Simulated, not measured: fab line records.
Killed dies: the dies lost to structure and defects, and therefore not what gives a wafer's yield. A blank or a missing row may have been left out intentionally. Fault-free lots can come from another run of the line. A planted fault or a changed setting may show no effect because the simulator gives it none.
The tool behind it: which one? | flow sky130 | 12 lots (36 wafers sampled), 1 step of a 708-step route

WHAT THE GAUGES READ, wafer by wafer
SKY_FIELD_ISO_BOW_MEAS_00.
lot  | measured    | on            | INCOMING_BOW (um)
L672 | day 1 10:01 | film metro-01 | 1 0 4
L674 | day 1 20:02 | film metro-01 | 2 8 -10
L675 | day 2 01:01 | film metro-01 | -13 0 7
L676 | day 2 06:02 | film metro-02 | 8 -2 1
L677 | day 2 11:00 | film metro-02 | -2 11 -3
L681 | day 3 07:00 | film metro-04 | 9 -1 -5
L682 | day 3 12:01 | film metro-02 | 0 9 -1
L683 | day 3 17:00 | film metro-04 | -4 6 -7
L684 | day 3 22:00 | film metro-04 | 1 0 13
L690 | day 5 04:02 | film metro-02 | -1 12 -6
L694 | day 6 00:00 | film metro-02 | -6 -3 5
L695 | day 6 05:01 | film metro-01 | -8 12 -5

WHAT TOOL EACH LOT RAN ON (gives the tool, then ch and the chambers of the sampled wafers, and finally the start)
Record: no process step prior to these readings.

AS READ BY THE TOOLS THEMSELVES (means over the sampled wafers that have a number; for cases with no such wafer, the mark the record gives instead)
The record holds no such reading with a usual standard deviation.

THE ANSWER, worked out from the rows above alone
Rule: what is usual is taken from the lots themselves. Put in order of their means at a reading, lots are off if they are a third of the lots or fewer, leave a main group of 4 or more, and stand apart from it by a gap of 3 or more times the standard deviation of the main group's means; of several such gaps the widest counts. A main group is skipped when, at the precision printed for the reading in the tables above, its means are all equal. Also off: a lot with no number at a reading for which 4 or more lots have one. Any other lot the step has rows for is counted as sound. First the gauges in route order, then the tools' own readings, where a lot's mean is used as printed above. The first step at which some lot is off is used, and at that step the reading that is off furthest; a lot without a number counts as furthest.
None of the lots is off at any reading shown; this tells nothing.

WHAT HAD BEEN PUT IN BY THE SIMULATOR
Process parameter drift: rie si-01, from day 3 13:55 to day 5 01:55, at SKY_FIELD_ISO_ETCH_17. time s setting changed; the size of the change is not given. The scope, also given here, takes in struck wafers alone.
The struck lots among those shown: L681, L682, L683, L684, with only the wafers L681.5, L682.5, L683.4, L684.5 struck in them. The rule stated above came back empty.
